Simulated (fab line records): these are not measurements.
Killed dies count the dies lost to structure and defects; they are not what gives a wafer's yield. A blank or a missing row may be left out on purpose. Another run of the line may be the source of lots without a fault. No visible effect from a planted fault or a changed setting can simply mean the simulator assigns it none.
Which of the tools did it? -- flow sky130 -- 12 lots, 36 wafers sampled, at 5 steps of a route of 708

== WHAT EACH GAUGE READ, for each wafer ==
SKY_PWDE_TW_MEAS_10. Usual: PWDE_TW gives 378 (standard deviation 4.2).
lot,measured,on,PWDE_TW,flag
L709,day 4 04:18,film metro-02,374 372 373,
L711,day 4 08:19,film metro-01,382 382 382,
L712,day 4 14:09,film metro-01,381 380 382,
L714,day 5 05:13,film metro-01,383 380 379,
L716,day 5 14:13,film metro-03,373 373 373,
L715,day 5 14:07,film metro-02,375 374 375,
L720,day 6 12:11,film metro-01,384 385 382,
L722,day 7 04:27,film metro-02,411 412 411,OFF
L724,day 7 11:57,film metro-03,410 405 408,OFF
L725,day 7 14:25,film metro-01,384 387 382,
L726,day 7 18:35,film metro-01,384 385 383,
L727,day 8 00:46,film metro-01,383 383 381,

SKY_NWELL_RS_MEAS_31: measures by four-point-probe. Usual: PWDE_RS gives 5270 ohm/sq (standard deviation 18).
lot,measured,on,PWDE_RS (ohm/sq),flag
L709,day 5 16:12,film metro-01,5298 5315 5302,
L711,day 5 21:10,film metro-03,5251 5245 5250,
L712,day 6 02:19,film metro-03,5283 5280 5281,
L714,day 6 17:49,film metro-03,5263 5263 5283,
L716,day 7 04:19,film metro-01,5262 5245 5247,
L715,day 7 03:59,film metro-02,5259 5244 5263,
L720,day 8 04:44,film metro-03,5266 5275 5256,
L722,day 8 21:21,film metro-02,4200 4217 4217,OFF
L724,day 9 05:43,film metro-01,4194 4208 4215,OFF
L725,day 9 11:08,film metro-02,5265 5255 5248,
L726,day 9 13:08,film metro-02,5258 5243 5248,
L727,day 9 20:59,film metro-02,5282 5274 5270,

SKY_SONOS_ONO_THK_MEAS_01. Usual: SONOS_ONO_OXIDATION_THK gives 2.60 nm (standard deviation 0.058).
lot,measured,on,SONOS_ONO_OXIDATION_THK (nm),flag
L709,day 11 21:44,film metro-04,2.44 2.48 2.53,
L711,day 12 05:04,film metro-02,2.67 2.60 2.64,
L712,day 12 09:26,film metro-02,2.55 2.59 2.59,
L714,day 13 13:41,film metro-04,2.51 2.58 2.61,
L716,day 13 21:52,film metro-03,2.55 2.58 2.58,
L715,day 13 21:53,film metro-04,2.65 2.58 2.71,
L720,day 15 02:13,film metro-03,2.63 2.59 2.62,
L722,day 15 22:34,film metro-04,2.68 2.63 2.58,
L724,day 16 11:14,film metro-03,2.58 2.57 2.62,
L725,day 16 16:14,film metro-03,2.55 2.60 2.63,
L726,day 16 19:17,film metro-03,2.62 2.61 2.64,
L727,day 17 04:00,film metro-04,2.69 2.74 2.69,

SKY_SD_P_OVL_MEAS_08. Usual: SD_P_OVL gives 0.6 nm (standard deviation 1.4).
lot,measured,on,SD_P_OVL (nm),flag
L709,day 25 23:44,overlay-01,0.5 1.1 1.4,
L711,day 26 16:41,overlay-02,0.7 1.8 2.3,
L712,day 26 13:17,overlay-01,0.4 1.5 1.6,
L714,day 27 16:56,overlay-01,1.8 2.8 1.5,
L716,day 27 23:55,overlay-02,0.3 -1.3 -0.9,
L715,day 28 02:12,overlay-02,1.8 -0.5 1.3,
L720,day 29 08:01,overlay-02,0.0 1.4 1.5,
L722,day 30 03:29,overlay-02,1.0 0.6 2.9,
L724,day 30 20:20,overlay-02,-0.4 -0.9 -1.6,
L725,day 31 02:25,overlay-02,0.3 -0.4 0.0,
L726,day 31 05:39,overlay-01,1.0 -0.6 0.1,
L727,day 31 09:27,overlay-01,-0.4 -0.8 0.6,

== WHAT TOOL EACH LOT RAN ON (gives the tool, then ch and the chambers of the sampled wafers, and finally the start) ==
lot,SKY_PWDE_IMPLANT_08
L709,"implanter-01 ch 0, day 4 04:03"
L711,"implanter-03 ch 0, day 4 08:04"
L712,"implanter-01 ch 0, day 4 13:54"
L714,"implanter-03 ch 0, day 5 04:58"
L716,"implanter-03 ch 0, day 5 13:53"
L715,"implanter-01 ch 0, day 5 13:54"
L720,"implanter-01 ch 0, day 6 11:59"
L722,"implanter-03 ch 0, day 7 04:12"
L724,"implanter-03 ch 0, day 7 11:42"
L725,"implanter-01 ch 0, day 7 14:12"
L726,"implanter-01 ch 0, day 7 18:23"
L727,"implanter-01 ch 0, day 8 00:33"
- SKY_PWDE_IMPLANT_08

== WHAT THE TOOLS THEMSELVES READ (means of the sampled wafers that have a number; where no wafer has one, the mark that the record gives instead) ==
SKY_PWDE_IMPLANT_08. Usual: beam on s 10.01 s, standard deviation 0.2; end station pressure torr 5.01e-06 Torr, standard deviation 2.5e-07; faraday current uA 20.3, standard deviation 0.41.
lot,tool,beam on s (s),end station pressure torr (Torr),faraday current uA,flag
L709,implanter-01,9.97,4.99e-06,20.3,
L711,implanter-03,10.16,4.87e-06,20.0,
L712,implanter-01,9.75,4.96e-06,20.8,
L714,implanter-03,10.16,4.81e-06,20.0,
L716,implanter-03,9.97,5.06e-06,20.4,
L715,implanter-01,10.17,4.89e-06,20.0,
L720,implanter-01,9.81,4.91e-06,20.7,
L722,implanter-03,13.52,5.24e-06,15.0,OFF
L724,implanter-03,13.23,5.24e-06,15.3,OFF
L725,implanter-01,9.96,5.01e-06,20.4,
L726,implanter-01,10.05,5.18e-06,20.2,
L727,implanter-01,10.02,5.01e-06,20.3,

== THE ANSWER, worked out from the rows above alone ==
Rule: take the mean of a lot's wafers that have a number; if it is more than 3 standard deviations from the usual mean, the lot is off. Also off: a lot with no number at a reading for which 4 or more lots have one. All remaining lots with rows at the step are treated as sound. Order of review: gauges by route order, followed by the tools' own readings, for which a lot's mean as printed above is used. At the first step where some lot is off, the reading lying furthest off is the one used; lots without a number count as furthest.
Off: L722, L724, at SKY_PWDE_TW_MEAS_10 (PWDE_TW).
A tool fits if, at a process step before that reading, it ran every lot that is off, and no sound lot after the first of them. The gauges at SKY_PWDE_TW_MEAS_10 aren't tried: what is off there is off at SKY_PWDE_IMPLANT_08 too, on other tools, and a gauge's error can't cause that. One candidate fits, namely implanter-03 at SKY_PWDE_IMPLANT_08. Its last sound lot is L716 (day 5 13:53), its first lot that is off L722 (day 7 04:12): a fault that began between those two fits.
The tool's own readings at SKY_PWDE_IMPLANT_08 bear it out: on the lots that are off they differ by more than 5 times the standard deviation of the sound lots' means. beam on s reads 13.38 s there against 10.00 s on the sound lots; faraday current uA reads 15.2 there against 20.3 on the sound lots.

== WHAT THE SIMULATOR HAD INSERTED ==
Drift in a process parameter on implanter-03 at SKY_PWDE_IMPLANT_08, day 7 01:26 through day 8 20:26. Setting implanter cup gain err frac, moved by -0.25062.
Struck lots among those shown: L722, L724. This agrees with what the rule above found.
